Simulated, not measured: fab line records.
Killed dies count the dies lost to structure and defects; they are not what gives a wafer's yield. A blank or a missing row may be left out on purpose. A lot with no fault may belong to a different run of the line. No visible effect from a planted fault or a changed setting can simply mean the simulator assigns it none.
Problem report in the 8D (eight disciplines) form, filled by code :: flow sky130 :: the parts of the form that need people (team, actions taken, sign-off) are left out

1. PROBLEM STATEMENT
Wafers without a fault read 49.997, standard deviation 0.017; beam_energy_keV at SKY_LDD_N_IMPLANT_14 reads a mean of 52.578 on 9 wafers belonging to 3 lots. So: +99 or more standard deviations from the usual mean.
Seen first at day 23 00:28 on implanter-02, wafer L758.2. The record holds 21 wafers of 7 lots with a number at this step. Rule for "out" (also "out of limits"): further than 4 standard deviations from the usual mean. The other wafers with a number count as sound.

2. WHAT IT IS; WHAT IT IS NOT
question: which readings at this step
is: beam_energy_keV
is not: -

question: which lots
is: L758, L759, L761
is not: L748, L749, L765, L767

question: which wafers of those lots
is: all that have a number
is not: -

question: read on which tools
is: implanter-02
is not: implanter-01, implanter-04

question: when
is: from day 23 00:28
is not: up to then (6 sound wafers); but 6 sound wafers of L765, L767 came after

3. SUSPECTS, AND WHAT RULES EACH OUT
Counting: a tool at a process step up to the reading stays a suspect if it ran every lot that is out and no sound lot after the first of them.
- implanter-02 at SKY_LDD_N_IMPLANT_14: kept. It processed each lot that is out, first L758 at day 23 00:28, and no sound lot thereafter; up to then, the last sound lot it processed was L748 at day 19 05:54. Its own beam_energy_keV readings are out on those wafers.
Remaining after the count: implanter-02 at SKY_LDD_N_IMPLANT_14.

4. THE CAUSE (what the simulator had put in)
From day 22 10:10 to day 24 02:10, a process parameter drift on implanter-02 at SKY_LDD_N_IMPLANT_14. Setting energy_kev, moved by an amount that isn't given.
Counting left only this tool.

5. SEQUENCE OF EFFECTS, ordered by route
Rows list readings where the struck wafers' mean (over those with a number) sits beyond 3 standard deviations from the usual. Only readings for which the record gives a usual standard deviation are gone through. hours: the time from each lot's start at the first step in this table that gives one to its start at this step, as a median over the lots. sigmas: the change in usual standard deviations.
hours: 0
step: SKY_LDD_N_IMPLANT_14
reading: beam_energy_keV
usual: 49.997
on struck wafers: 52.578
change: +2.581
sigmas: +99 or more
Process steps it contains:
- SKY_LDD_N_IMPLANT_14

6. WHAT WOULD HAVE CAUGHT IT SOONER
In this record no reading fell out of limits until day 23 00:28, 14 hours after the fault had begun at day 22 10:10.
